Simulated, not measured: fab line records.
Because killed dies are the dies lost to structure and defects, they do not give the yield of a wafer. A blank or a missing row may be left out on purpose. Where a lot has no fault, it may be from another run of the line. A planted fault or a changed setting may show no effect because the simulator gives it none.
Matching of chambers ; flow gf180mcu ; hdpcvd-01 running GF_STI_CVD_23: 3 sister chambers
The step deposits SiO2, target thk 650 nm, time 108.3 s. 14 wafers are shown with their chamber, then 7 later ones without.

## WAFERS PAIRED WITH THEIR CHAMBERS
wafer;chamber;sih4-flow-sccm (sccm)
L817.2;0;60.19
L817.5;2;60.05
L817.6;1;60.01
L820.2;0;59.89
L820.3;2;59.83
L820.6;0;59.89
L823.2;0;59.78
L823.3;1;59.83
L823.4;1;60.00
L827.1;0;59.76
L827.2;1;60.03
L827.5;2;59.79
L830.1;2;60.15
L830.4;2;59.92

SIGNATURES (means of the wafers above)
reading;chamber 0;chamber 1;chamber 2;scatter within a chamber
sih4-flow-sccm;59.9020;59.9675;59.9480;0.146
Rule: for each reading, subtract the chamber's mean from the wafer's reading, divide by that reading's scatter and square the result; add these up over the readings and take the root, which gives the wafer's distance from the chamber. If the next closest chamber is less than 2 further off than the closest, the wafer can't be placed; otherwise it belongs to the closest. How the scatter is found: for the shown wafers, subtract from each reading the mean of its chamber, square and add these, divide the total by (wafers less chambers), then take the root.

## WAFERS WHOSE CHAMBER IS MISSING
wafer;sih4-flow-sccm (sccm)
L830.6;59.91
L835.1;60.17
L835.4;60.05
L835.6;60.23
L836.1;60.05
L836.2;59.87
L836.3;60.18

## WHICH CHAMBER EACH WENT THROUGH
wafer;from the rows above;in truth
L830.6;can't be placed: 0 or 2 or 1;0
L835.1;can't be placed: 1 or 2 or 0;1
L835.4;can't be placed: 1 or 2 or 0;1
L835.6;can't be placed: 1 or 2 or 0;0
L836.1;can't be placed: 1 or 2 or 0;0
L836.2;can't be placed: 0 or 2 or 1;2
L836.3;can't be placed: 1 or 2 or 0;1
Correctly placed: 0 of 7. Cannot be placed on the basis of these rows: 7; the candidates contain the true chamber in 7. Wrongly placed: 0.
